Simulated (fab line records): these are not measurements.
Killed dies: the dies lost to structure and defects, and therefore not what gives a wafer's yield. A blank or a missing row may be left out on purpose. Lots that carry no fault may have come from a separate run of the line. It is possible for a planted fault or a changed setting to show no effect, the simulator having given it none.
fab line records ; flow sky130
record lots=13; wafers=37; last-day=50
route steps=708 shown CAP2M@615 METAL5@661 PAD_OPEN@708
lots that met no fault: from a run of the same line without faults
start-h: hours from the record's opening day to when the first of the lot's shown wafers began ; wait-h: time in hours since the lot's previous step ; " same as the row above ; L1.1+2: a row that stands for several wafers ; - no value present, or no start provided ; * or withheld: withheld ; < > ~ a bound
route shown NAME@n: NAME is a module with steps in the file, n the number in the route of the first one ; usual: average and standard deviation across the fault-free wafers ; same: alike in all rows ; chamber/n: place in a boat ; sites: readings site by site ; _std_site: how widely they spread, as a standard deviation ; _edge_site: inner sites' mean taken away from outer sites' mean ; radius-mm: for every site, how far away it sits from the centre of the wafer ; mask NAME#n: copy n ; behind: the tool/chamber that last shaped the wafer ; hold: what put the lot on hold/how long, in hours/how the hold closed ; device: the transistor (n, p or np) that didn't switch ; end of line: tests run on the same wafers once the route is complete ; a step with no rows: only its recipe ; killed: not the wafer's yield, but the dies lost to structure and defects at the first sort ; map: dies across one wafer; x = killed, . = not, _ = none there
set.NAME: the run value of the setting; set.NAME@STEP: its run value at that earlier step ; model.NAME: the simulator's own value behind a step, which no gauge read
one table for each step of the route and one row for each wafer, over a sample of lots
services: the hour from which a tool's chamber was out of use, counted from the record's first day as start-h (under 0 if before that day), plus the number of hours and why
## steps
# step SKY_CAP2M_OVL_MEAS_12
# usual CAP2M_OVL=-0.7/1.5
lot.wafer;tool;chamber;start-h;wait-h;CAP2M_OVL[nm]
L400.3;overlay-01;-;988.21;0.1;-2.1
L400.5;overlay-01;-;988.21;0.1;-0.5
L400.6;overlay-01;-;988.21;0.1;-0.4
L403.1;overlay-01;-;989.30;0.1;-0.8
L403.3;overlay-01;-;989.30;0.1;-1.5
L403.4;overlay-01;-;989.30;0.1;-2.4
L401.1;overlay-02;-;994.25;0.1;-3.9
L401.4;overlay-02;-;994.25;0.1;-0.1
L401.5;overlay-02;-;994.25;0.1;-2.6
L399.1;overlay-02;-;995.49;0.1;0.0
L399.3;overlay-02;-;995.49;0.1;-0.5
L399.5;overlay-02;-;995.49;0.1;0.0
L402.1;overlay-02;-;998.15;0.1;2.0
L402.2;overlay-02;-;998.15;0.1;1.1
L402.4;overlay-02;-;998.15;0.1;3.0
L407.4;overlay-01;-;1017.62;0.1;-1.0
L411.1;overlay-01;-;1044.61;0.1;-1.4
L411.3;overlay-01;-;1044.61;0.1;0.2
L411.5;overlay-01;-;1044.61;0.1;-0.8
L413.2;overlay-01;-;1050.65;0.1;-1.8
L413.3;overlay-01;-;1050.65;0.1;-1.6
L413.6;overlay-01;-;1050.65;0.1;-1.2
L415.1;overlay-01;-;1070.91;0.1;-1.8
L415.2;overlay-01;-;1070.91;0.1;0.3
L415.6;overlay-01;-;1070.91;0.1;-0.1
L416.1;overlay-01;-;1072.71;0.1;0.0
L416.3;overlay-01;-;1072.71;0.1;-0.8
L416.4;overlay-01;-;1072.71;0.1;0.1
L418.1;overlay-01;-;1083.10;0.1;-0.4
L418.2;overlay-01;-;1083.10;0.1;1.0
L418.4;overlay-01;-;1083.10;0.1;1.3
L421.1;overlay-02;-;1101.90;0.1;-1.2
L421.3;overlay-02;-;1101.90;0.1;-2.8
L421.4;overlay-02;-;1101.90;0.1;-1.0
L422.2;overlay-02;-;1109.71;0.1;-0.3
L422.3;overlay-02;-;1109.71;0.1;0.0
L422.6;overlay-02;-;1109.71;0.1;-0.7
# step SKY_CAP2M_STRIP_14
# recipe chemistry=O2/N2; power-w=1400; pressure-mtorr=1500; platen-temp-c=withheld; o2-flow-sccm=3125; n2-flow-sccm=300; overash-fraction=0.5
# usual drypump-motor-current-A=6.2/0.43; n2-flow-sccm=300.0/0.95; oes-product-au=0.711/0.0047; strip-time-to-endpoint-s=12.63/0.039
lot.wafer;tool;chamber;start-h;wait-h;drypump-motor-current-A;n2-flow-sccm;oes-product-au;rf-hours-counter-h;strip-time-to-endpoint-s
L400.3;plasma-asher-01;1;988.34;0.1;6.3;300.0;0.715;-;12.59
L400.5;plasma-asher-01;0;988.34;0.1;5.7;300.9;0.710;-;12.63
L400.6;plasma-asher-01;1;988.34;0.1;6.3;299.8;0.714;-;12.63
L403.1;plasma-asher-01;0;989.42;0.1;5.7;299.7;0.706;54;12.60
L403.3;plasma-asher-01;1;989.42;0.1;6.3;300.3;0.710;-;12.61
L403.4;plasma-asher-01;0;989.42;0.1;5.7;299.8;0.712;-;12.61
L401.1;plasma-asher-04;1;994.36;0.1;6.8;299.5;0.716;25;12.62
L401.4;plasma-asher-04;0;994.36;0.1;6.3;299.8;0.716;-;12.61
L401.5;plasma-asher-04;0;994.36;0.1;6.3;300.4;0.710;-;12.64
L399.1;plasma-asher-04;0;995.61;0.1;6.3;299.8;0.709;25;12.56
L399.3;plasma-asher-04;0;995.61;0.1;6.3;299.8;0.714;-;12.62
L399.5;plasma-asher-04;0;995.61;0.1;6.3;299.8;0.700;-;12.59
L402.1;plasma-asher-02;1;998.26;0.1;6.1;299.8;0.712;86;12.58
L402.2;plasma-asher-02;0;998.26;0.1;5.4;300.3;0.710;86;12.58
L402.4;plasma-asher-02;0;998.26;0.1;5.4;297.9;0.711;-;12.59
L407.4;plasma-asher-01;0;1017.75;0.1;5.7;299.4;0.715;-;12.64
L411.1;plasma-asher-04;0;1044.72;0.1;6.3;299.9;0.713;30;12.70
L411.3;plasma-asher-04;0;1044.72;0.1;6.3;299.4;0.711;-;12.63
L411.5;plasma-asher-04;1;1044.72;0.1;6.8;301.6;0.707;-;12.67
L413.2;plasma-asher-04;0;1050.79;0.1;6.3;302.0;0.711;31;12.68
L413.3;plasma-asher-04;1;1050.79;0.1;6.8;299.7;0.706;-;12.69
L413.6;plasma-asher-04;0;1050.79;0.1;6.3;301.6;0.713;-;12.69
L415.1;plasma-asher-01;1;1071.02;0.1;6.3;300.0;0.701;63;12.65
L415.2;plasma-asher-01;0;1071.02;0.1;5.7;299.9;0.712;63;12.71
L415.6;plasma-asher-01;1;1071.02;0.1;6.3;300.0;0.708;-;12.65
L416.1;plasma-asher-04;1;1072.82;0.1;6.8;298.7;0.710;33;12.68
L416.3;plasma-asher-04;0;1072.82;0.1;6.3;299.5;0.712;-;12.65
L416.4;plasma-asher-04;1;1072.82;0.1;6.8;299.2;0.713;-;12.67
L418.1;plasma-asher-04;1;1083.21;0.1;6.8;299.8;0.718;34;12.72
L418.2;plasma-asher-04;0;1083.21;0.1;6.3;298.3;0.704;34;12.69
L418.4;plasma-asher-04;0;1083.21;0.1;6.3;300.1;0.700;-;12.67
L421.1;plasma-asher-04;0;1102.01;0.1;6.3;299.2;0.713;36;12.62
L421.3;plasma-asher-04;0;1102.01;0.1;6.3;299.3;0.707;-;12.62
L421.4;plasma-asher-04;1;1102.01;0.1;6.8;300.3;0.705;-;12.62
L422.2;plasma-asher-01;1;1109.82;0.1;6.3;301.7;0.704;66;12.63
L422.3;plasma-asher-01;0;1109.82;0.1;5.7;299.6;0.719;-;12.65
L422.6;plasma-asher-01;1;1109.82;0.1;6.2;300.6;0.715;-;12.63
# step SKY_METAL5_SPUTTER_00
# recipe material=Ti; target-thk-nm=15; power-w=3000; time-s=10; chamber-pressure-pa=0.4
# usual cathode-dc-power-W=3000.0/0.51; chamber-pressure-pa=0.4000/0.00084; throttle-valve-pct=30.2/1.2
lot.wafer;tool;chamber;start-h;wait-h;cathode-dc-power-W;chamber-pressure-pa;throttle-valve-pct
L400.3;pvd-sputter-04;-;1037.20;0.2;3000.3;0.3985;30.7
L400.5;pvd-sputter-04;-;1037.20;0.2;3000.7;0.4010;30.7
L400.6;pvd-sputter-04;-;1037.20;0.2;2999.9;0.4003;28.5
L403.1;pvd-sputter-01;-;1039.42;0.1;3000.8;0.3982;30.9
L403.3;pvd-sputter-01;-;1039.42;0.1;2999.7;0.3997;31.8
L403.4;pvd-sputter-01;-;1039.42;0.1;2999.4;0.3991;32.0
L401.1;pvd-sputter-03;-;1043.66;0.1;2999.7;0.4012;31.7
L401.4;pvd-sputter-03;-;1043.66;0.1;3000.5;0.3993;28.4
L401.5;pvd-sputter-03;-;1043.66;0.1;2999.9;0.3991;28.7
L399.1;pvd-sputter-04;-;1045.02;0.2;2999.5;0.3997;30.7
L399.3;pvd-sputter-04;-;1045.02;0.2;3000.3;0.3998;28.7
L399.5;pvd-sputter-04;-;1045.02;0.2;3000.5;0.3998;28.5
L402.1;pvd-sputter-01;-;1047.45;0.2;2999.5;0.4002;31.2
L402.2;pvd-sputter-01;-;1047.45;0.2;3000.1;0.4003;32.0
L402.4;pvd-sputter-01;-;1047.45;0.2;2999.7;0.4000;29.5
L407.4;pvd-sputter-01;-;1064.88;0.1;3216.2;0.3993;30.4
L411.1;pvd-sputter-03;-;1091.41;0.2;2999.7;0.4013;28.4
L411.3;pvd-sputter-03;-;1091.41;0.2;3000.3;0.3988;29.7
L411.5;pvd-sputter-03;-;1091.41;0.2;2999.7;0.3989;29.0
L413.2;pvd-sputter-04;-;1097.84;0.1;3000.3;0.3990;31.6
L413.3;pvd-sputter-04;-;1097.84;0.1;3000.2;0.4011;28.8
L413.6;pvd-sputter-04;-;1097.84;0.1;2999.9;0.3997;28.6
L415.1;pvd-sputter-03;-;1117.74;0.2;3000.5;0.4000;31.7
L415.2;pvd-sputter-03;-;1117.74;0.2;2999.6;0.3997;28.5
L415.6;pvd-sputter-03;-;1117.74;0.2;3000.1;0.3985;29.9
L416.1;pvd-sputter-03;-;1118.91;0.2;2998.9;0.3996;28.6
L416.3;pvd-sputter-03;-;1118.91;0.2;2999.1;0.4009;31.7
L416.4;pvd-sputter-03;-;1118.91;0.2;2999.6;0.4011;29.1
L418.1;pvd-sputter-04;-;1127.05;0.1;3000.3;0.3989;28.5
L418.2;pvd-sputter-04;-;1127.05;0.1;2999.7;0.4000;31.1
L418.4;pvd-sputter-04;-;1127.05;0.1;3000.3;0.3982;28.8
L421.1;pvd-sputter-04;-;1144.92;0.2;2999.5;0.3995;31.8
L421.3;pvd-sputter-04;-;1144.92;0.2;3000.6;0.3987;28.3
L421.4;pvd-sputter-04;-;1144.92;0.2;2999.6;0.3994;30.9
L422.2;pvd-sputter-04;-;1152.48;0.2;3000.0;0.4000;31.8
L422.3;pvd-sputter-04;-;1152.48;0.2;3000.1;0.3998;28.7
L422.6;pvd-sputter-04;-;1152.48;0.2;3000.5;0.4006;31.5
# step SKY_METAL5_SPUTTER_03
# recipe material=Ti; target-thk-nm=5; power-w=3000; time-s=3.3; chamber-pressure-pa=0.4
# usual cathode-dc-power-W=2999.9/0.55; chamber-pressure-pa=0.4000/0.00083; throttle-valve-pct=30.2/1.2
lot.wafer;tool;chamber;start-h;wait-h;cathode-dc-power-W;chamber-pressure-pa;throttle-valve-pct
L400.3;pvd-sputter-04;-;1037.30;0.0;3000.4;0.3981;31.0
L400.5;pvd-sputter-04;-;1037.30;0.0;3000.1;0.3993;30.9
L400.6;pvd-sputter-04;-;1037.30;0.0;3000.2;0.4009;28.5
L403.1;pvd-sputter-01;-;1039.52;0.0;2999.7;0.3987;30.6
L403.3;pvd-sputter-01;-;1039.52;0.0;3000.0;0.4006;31.8
L403.4;pvd-sputter-01;-;1039.52;0.0;3000.5;0.4006;31.8
L401.1;pvd-sputter-03;-;1043.76;0.0;2998.9;0.3984;31.7
L401.4;pvd-sputter-03;-;1043.76;0.0;3000.0;0.4015;28.5
L401.5;pvd-sputter-03;-;1043.76;0.0;3001.0;0.4010;28.5
L399.1;pvd-sputter-04;-;1045.12;0.0;2999.4;0.3980;31.1
L399.3;pvd-sputter-04;-;1045.12;0.0;3000.1;0.3991;28.3
L399.5;pvd-sputter-04;-;1045.12;0.0;3000.4;0.4002;28.5
L402.1;pvd-sputter-01;-;1047.55;0.0;2999.8;0.4001;30.7
L402.2;pvd-sputter-01;-;1047.55;0.0;2998.6;0.4009;31.7
L402.4;pvd-sputter-01;-;1047.55;0.0;3000.0;0.3995;29.4
L407.4;pvd-sputter-01;-;1064.98;0.0;3000.0;0.4002;30.7
L411.1;pvd-sputter-03;-;1091.51;0.0;2998.9;0.4008;28.5
L411.3;pvd-sputter-03;-;1091.51;0.0;2999.7;0.3986;29.6
L411.5;pvd-sputter-03;-;1091.51;0.0;2999.5;0.3994;29.2
L413.2;pvd-sputter-04;-;1097.93;0.0;3000.8;0.4005;31.8
L413.3;pvd-sputter-04;-;1097.93;0.0;3001.0;0.4001;28.3
L413.6;pvd-sputter-04;-;1097.93;0.0;2998.8;0.3999;28.7
L415.1;pvd-sputter-03;-;1117.84;0.0;3000.3;0.3994;31.7
L415.2;pvd-sputter-03;-;1117.84;0.0;3000.6;0.4003;28.5
L415.6;pvd-sputter-03;-;1117.84;0.0;3000.1;0.4005;29.8
L416.1;pvd-sputter-03;-;1119.01;0.0;2999.6;0.4006;28.3
L416.3;pvd-sputter-03;-;1119.01;0.0;2998.7;0.4007;31.8
L416.4;pvd-sputter-03;-;1119.01;0.0;2999.9;0.4002;29.3
L418.1;pvd-sputter-04;-;1127.15;0.0;3000.2;0.3997;28.5
L418.2;pvd-sputter-04;-;1127.15;0.0;3000.0;0.3997;30.9
L418.4;pvd-sputter-04;-;1127.15;0.0;2999.7;0.3988;28.7
L421.1;pvd-sputter-04;-;1145.02;0.0;2999.5;0.3997;31.9
L421.3;pvd-sputter-04;-;1145.02;0.0;2998.6;0.4003;28.6
L421.4;pvd-sputter-04;-;1145.02;0.0;2999.2;0.4008;30.9
L422.2;pvd-sputter-04;-;1152.58;0.0;3000.7;0.4002;32.0
L422.3;pvd-sputter-04;-;1152.58;0.0;3000.5;0.3999;28.6
L422.6;pvd-sputter-04;-;1152.58;0.0;3000.3;0.3992;31.5
# step SKY_PAD_OPEN_PROBE_99
# usual killed_at_M0_to_M3=44/6.7; killed_at_M4_up=3.1/1.8; killed-at-contacts=24/5.1; killed-at-front-end=16/4.7; killed-at-other=0.3/0.59; killed-dies=88/9.6; killed-open=48/7.3; killed-short=39/6.5
# same gross-dies=492; killed-at-back-side=0
lot.wafer;tool;chamber;start-h;wait-h;killed_at_M0_to_M3;killed_at_M4_up;killed-at-contacts;killed-at-front-end;killed-at-other;killed-dies;killed-open;killed-short
L403.1;prober-02;-;1105.77;0.1;47;3;17;9;0;76;43;33
L403.3;prober-02;-;1105.87;0.2;36;1;27;26;0;90;56;34
L403.4;prober-02;-;1105.92;0.2;49;2;31;11;0;93;60;33
L400.3;prober-01;-;1106.04;0.2;51;4;19;14;3;91;42;49
L400.5;prober-01;-;1106.14;0.2;39;4;26;25;1;95;47;46
L400.6;prober-01;-;1106.19;0.2;44;5;28;20;0;97;53;44
L401.1;prober-01;-;1111.38;0.1;51;4;19;10;0;84;45;39
L401.4;prober-01;-;1111.53;0.2;43;2;18;11;0;74;38;36
L401.5;prober-01;-;1111.58;0.2;46;2;14;10;0;72;41;31
L402.1;prober-01;-;1115.14;0.1;44;6;17;22;0;89;52;37
L402.2;prober-01;-;1115.19;0.1;43;2;32;17;0;94;54;40
L402.4;prober-01;-;1115.29;0.2;49;3;21;15;0;88;53;35
# killed by level:class
L403.1 VIA1:geometric-particle:open=14 CONTACT:geometric-particle:open=10 VIA2:geometric-particle:open=9 METAL2:geometric-particle:short=7 VIA3:geometric-particle:short=4 FIELD_ISO:geometric-particle:short=3 LI_CONTACT:geometric-particle:short=3 METAL4:geometric-particle:short=3
L403.3 CONTACT:geometric-particle:short=10 CONTACT:geometric-particle:open=9 FIELD_ISO:geometric-particle:open=7 VIA1:geometric-particle:open=7 LI_CONTACT:geometric-particle:open=6 VIA2:geometric-particle:open=6 VIA2:geometric-particle:short=6 VIA3:geometric-particle:open=6
L403.4 CONTACT:geometric-particle:open=13 VIA3:geometric-particle:open=10 LI_CONTACT:geometric-particle:open=9 VIA1:geometric-particle:open=9 METAL1:geometric-particle:short=6 VIA1:geometric-particle:short=6 FIELD_ISO:geometric-particle:open=5 VIA2:geometric-particle:open=5
L400.3 METAL1:geometric-particle:short=12 CONTACT:geometric-particle:open=11 VIA3:geometric-particle:open=7 METAL2:geometric-particle:short=7 METAL3:geometric-particle:short=7 VIA2:geometric-particle:open=5 POLY_GATE:geometric-particle:short=4 VIA3:geometric-particle:short=4
L400.5 CONTACT:geometric-particle:open=10 LI_CONTACT:geometric-particle:open=6 VIA1:geometric-particle:open=6 FIELD_ISO:geometric-particle:open=5 VIA2:geometric-particle:open=5 POLY_GATE:geometric-particle:short=5 METAL2:geometric-particle:short=5 POLY_GATE:geometric-particle:open=4
L400.6 METAL1:geometric-particle:short=9 LI_CONTACT:geometric-particle:open=9 CONTACT:geometric-particle:open=9 POLY_GATE:geometric-particle:open=7 VIA2:geometric-particle:open=7 CONTACT:geometric-particle:short=6 VIA1:geometric-particle:open=6 VIA3:geometric-particle:open=5
L401.1 VIA1:geometric-particle:open=11 VIA2:geometric-particle:open=10 METAL2:geometric-particle:short=7 METAL3:geometric-particle:short=7 LOCAL_INTERCONNECT:geometric-particle:short=5 CONTACT:geometric-particle:open=5 VIA3:geometric-particle:open=5 POLY_GATE:geometric-particle:open=4
L401.4 VIA2:geometric-particle:open=8 METAL1:geometric-particle:short=6 LI_CONTACT:geometric-particle:open=6 CONTACT:geometric-particle:open=6 VIA1:geometric-particle:open=6 METAL2:geometric-particle:short=6 VIA1:geometric-particle:short=5 VIA3:geometric-particle:open=5
L401.5 VIA2:geometric-particle:open=12 VIA1:geometric-particle:open=8 CONTACT:geometric-particle:open=7 VIA3:geometric-particle:open=6 METAL1:geometric-particle:short=6 METAL2:geometric-particle:short=5 LOCAL_INTERCONNECT:geometric-particle:short=4 POLY_GATE:geometric-particle:short=3
L402.1 VIA1:geometric-particle:open=11 VIA2:geometric-particle:open=7 METAL1:geometric-particle:short=7 POLY_GATE:geometric-particle:open=5 POLY_GATE:geometric-particle:short=5 LI_CONTACT:geometric-particle:open=5 LOCAL_INTERCONNECT:geometric-particle:short=5 METAL2:geometric-particle:short=5
L402.2 CONTACT:geometric-particle:open=15 VIA1:geometric-particle:open=12 METAL2:geometric-particle:short=8 FIELD_ISO:geometric-particle:open=6 METAL1:geometric-particle:short=6 LI_CONTACT:geometric-particle:open=5 LI_CONTACT:geometric-particle:short=5 CONTACT:geometric-particle:short=5
L402.4 VIA1:geometric-particle:open=14 CONTACT:geometric-particle:open=7 VIA2:geometric-particle:open=7 METAL2:geometric-particle:short=7 FIELD_ISO:geometric-particle:open=6 CONTACT:geometric-particle:short=5 VIA1:geometric-particle:short=5 VIA3:geometric-particle:open=4
## services
tool;chamber;start-h;hours;kind
plasma-asher-04;-;972.61;2.8;pm
pvd-sputter-01;-;1040.28;6.3;repair
plasma-asher-02;-;1054.45;8.7;repair
plasma-asher-01;-;1077.28;6.7;repair
## key
first-sign step=SKY_METAL5_SPUTTER_00; reading=cathode-dc-power-W; direction=up; sigmas=99+; usual=3000.0; struck=3216.2
effect none on later readings
met-at SKY_METAL5_SPUTTER_00
struck-lots L407
struck-wafers L407.4
tester-left-out L407
not-acting-at SKY_CAP2M_OVL_MEAS_12,SKY_CAP2M_STRIP_14,SKY_METAL5_SPUTTER_03
earlier-fault kind=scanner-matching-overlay; tool=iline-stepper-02; chamber=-; onset-h=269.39; steps=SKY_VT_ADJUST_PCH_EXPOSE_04; offset=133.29
fault kind=process-parameter-drift; tool=pvd-sputter-01; chamber=-; onset-h=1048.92; steps=SKY_METAL5_SPUTTER_00; channel=power-w; offset=*; shape=step; acts-in=*; stated=*; scope=struck-wafers-only
# tester-left-out: of these lots the tester's yield and bins aren't shown, on N5 and GAA mostly nor the transistor test; their killed dies are dies lost to structure and defects alone, not to doping, threshold or leakage, so they don't give the yield
